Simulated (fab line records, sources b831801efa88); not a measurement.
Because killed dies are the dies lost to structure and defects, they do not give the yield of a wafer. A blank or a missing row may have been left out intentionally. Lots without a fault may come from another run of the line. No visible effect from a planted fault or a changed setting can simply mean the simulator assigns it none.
Which tool did it? + flow gf180mcu + 12 lots, 36 wafers sampled, at 2 steps of a route of 602

## WHAT THE GAUGES READ, wafer by wafer
GF_V3_CD_MEAS_14: the cd target is 260 nm.
| lot  | measured     | on        | cd_nm (nm)        |
|------|--------------|-----------|-------------------|
| L395 | day 22 14:01 | cd_sem-01 | 261.0 260.3 260.2 |
| L397 | day 23 00:56 | cd_sem-02 | 262.0 261.9 260.8 |
| L399 | day 23 18:32 | cd_sem-02 | 260.9 260.5 259.9 |
| L400 | day 24 01:24 | cd_sem-01 | 259.8 259.1 259.2 |
| L403 | day 24 23:11 | cd_sem-01 | 259.2 260.0 260.0 |
| L409 | day 27 00:47 | cd_sem-02 | 259.6 259.4 260.1 |
| L410 | day 27 08:58 | cd_sem-02 | 259.7 259.7 258.6 |
| L412 | day 27 20:04 | cd_sem-02 | 259.4 260.3 260.1 |
| L414 | day 28 14:26 | cd_sem-01 | 257.7 258.2 258.4 |
| L415 | day 28 18:11 | cd_sem-01 | 258.7 259.2 258.3 |
| L416 | day 29 02:07 | cd_sem-02 | 262.7 261.6 260.7 |
| L418 | day 29 23:11 | cd_sem-01 | 261.4 261.3 260.5 |

## WHICH TOOL RAN EACH LOT (tool, then ch and the chambers of the sampled wafers, then the start)
| lot  | GF_M3_SPUTTER_01             |
|------|------------------------------|
| L395 | pvd_sputter-04, day 20 12:47 |
| L397 | pvd_sputter-02, day 21 00:14 |
| L399 | pvd_sputter-04, day 21 19:57 |
| L400 | pvd_sputter-04, day 22 02:11 |
| L403 | pvd_sputter-02, day 23 01:08 |
| L409 | pvd_sputter-04, day 25 05:01 |
| L410 | pvd_sputter-01, day 25 15:02 |
| L412 | pvd_sputter-02, day 26 02:26 |
| L414 | pvd_sputter-04, day 26 20:59 |
| L415 | pvd_sputter-04, day 27 00:16 |
| L416 | pvd_sputter-02, day 27 08:35 |
| L418 | pvd_sputter-04, day 28 06:50 |
- GF_M3_SPUTTER_01: material TiN, target thk 30 nm, time 25 s.

## WHAT THE TOOLS THEMSELVES READ (means of the sampled wafers that have a number; where no wafer has one, the mark that the record gives instead)
GF_M3_SPUTTER_01.
| lot  | tool           | chamber_pressure_pa (Pa) | throttle_valve_pct (%) |
|------|----------------|--------------------------|------------------------|
| L395 | pvd_sputter-04 | 0.3989                   | 30.4                   |
| L397 | pvd_sputter-02 | 0.4001                   | 29.5                   |
| L399 | pvd_sputter-04 | 0.4001                   | 30.0                   |
| L400 | pvd_sputter-04 | 0.4003                   | 30.2                   |
| L403 | pvd_sputter-02 | 0.4000                   | 29.6                   |
| L409 | pvd_sputter-04 | 0.4002                   | 30.1                   |
| L410 | pvd_sputter-01 | 0.4004                   | 28.1                   |
| L412 | pvd_sputter-02 | 0.3993                   | 30.4                   |
| L414 | pvd_sputter-04 | 0.4000                   | 31.3                   |
| L415 | pvd_sputter-04 | 0.4004                   | 30.1                   |
| L416 | pvd_sputter-02 | 0.3996                   | 30.0                   |
| L418 | pvd_sputter-04 | 0.4001                   | 30.6                   |

## THE ANSWER, worked out from the rows above alone
Rule: what is usual is taken from the lots themselves. The widest of any qualifying gaps counts: lots, ordered by their means at a reading, are off when they make up no more than a third of the lots, leave a main group of 4 or more, and stand apart from it by 3 or more times the standard deviation of that group's means. A main group is skipped when, at the precision printed for the reading in the tables above, its means are all equal. A lot without any number at a reading at which 4 lots or more have one is off too. Where the step has rows for the other lots, those lots are counted as sound. First the gauges in route order, then the tools' own readings, where a lot's mean is used as printed above. At the first step where some lot is off, the reading lying furthest off is the one used; lots without a number count as furthest.
Across all readings shown, no lot is off: no conclusion can be drawn from this.

## WHAT THE SIMULATOR HAD PUT IN
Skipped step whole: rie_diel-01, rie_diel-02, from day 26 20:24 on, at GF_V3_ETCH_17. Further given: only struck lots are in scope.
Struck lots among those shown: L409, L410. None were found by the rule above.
